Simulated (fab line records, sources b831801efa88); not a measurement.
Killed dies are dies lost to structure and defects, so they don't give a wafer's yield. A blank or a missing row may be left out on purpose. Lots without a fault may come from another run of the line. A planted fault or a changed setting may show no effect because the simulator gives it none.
Problem report in the 8D (eight disciplines) form, filled by code | flow gf180mcu | the parts of the form that need people (team, actions taken, sign-off) are left out

1. THE PROBLEM
MVPSD_RS at GF_VT_IMPLANT_RS_MEAS_49 reads a mean of 1212 ohm/sq on 6 wafers of 2 lots; wafers without a fault read 1169 ohm/sq with a standard deviation of 3.1. That is +14 standard deviations from the usual mean.
The step: measures by four-point-probe.
First seen on wafer L108.2, day 11 17:36, on film_metro-04. The record holds 39 wafers of 13 lots with a number at this step. Rule for "out", or "out of limits": more than 4 standard deviations from the usual mean. The other wafers with a number count as sound.

2. WHAT IT IS AND WHAT IT IS NOT
question                    | is                     | is not
which readings at this step | MVPSD_RS               | -
which lots                  | L108, L109             | L102, L111, L113, L114, L115, L993, L994, L995, L997, L998, L999
which wafers of those lots  | all that have a number | -
read on which gauges        | film_metro-04          | film_metro-02, film_metro-03
when                        | from day 11 17:36      | up to then (21 sound wafers); but 12 sound wafers of L111, L113, L114, L115 came after

3. SUSPECTS, AND WHAT RULES EACH OUT
Counting: a tool at a process step up to the reading stays a suspect if it ran every lot that is out and no sound lot after the first of them.
- the gauge at GF_VT_IMPLANT_RS_MEAS_49: ruled out. All the wafers that are out were read on film_metro-04, but those of them that GF_MVPSD_IMPLANT_09 has rows for are out there too, on other tools.
- implanter-03 at GF_MVPSD_IMPLANT_09: kept. It ran every lot that is out, first L108 (day 8 17:20), and no sound lot after that; its last sound lot up to then is L999 (day 6 11:41). Its own readings are out on those wafers: beam_on_s, faraday_current_uA.
Left after counting: implanter-03 at GF_MVPSD_IMPLANT_09.

4. THE CAUSE (what the simulator had put in)
Process parameter drift: implanter-03, from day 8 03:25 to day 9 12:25, at GF_MVPSD_IMPLANT_09. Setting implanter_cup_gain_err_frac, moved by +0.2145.
Counting left only this tool.

5. THE CHAIN OF EFFECTS, in route order
Each row: a reading whose mean over the struck wafers that have a number lies more than 3 standard deviations from the usual. Only readings for which the record gives a usual standard deviation are gone through. hours: the time from each lot's start at the first step in this table that gives one to its start at this step, as a median over the lots. sigmas: the change in usual standard deviations.
hours | step                     | reading            | usual       | on struck wafers | change | sigmas
0     | GF_MVPSD_IMPLANT_09      | beam_on_s          | 10.00 s     | 8.19             | -1.81  | -9.1
0     | GF_MVPSD_IMPLANT_09      | faraday_current_uA | 28.2        | 34.5             | +6.3   | +11
73    | GF_VT_IMPLANT_RS_MEAS_49 | MVPSD_RS           | 1169 ohm/sq | 1212             | +42    | +14
The process steps in it:
- GF_MVPSD_IMPLANT_09
Later measuring or inspecting steps at which every struck wafer that the step has a row for has a number for every such reading, and none has moved that far: GF_V1_BOW_MEAS_05.

6. WHAT WOULD HAVE CAUGHT IT SOONER
In this record the first reading out of limits at a measuring or inspecting step was taken at day 11 17:36, 86 hours after the fault began at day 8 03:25.
The tool's own readings at GF_MVPSD_IMPLANT_09 were out on every struck wafer that the step has a row for (beam_on_s, faraday_current_uA): an alarm limit on them would have fired on the first of those.
All the lots that are out (2) had begun GF_MVPSD_IMPLANT_09 on implanter-03 by day 11 17:36. A hold on the tool at that time would have spared none of them.
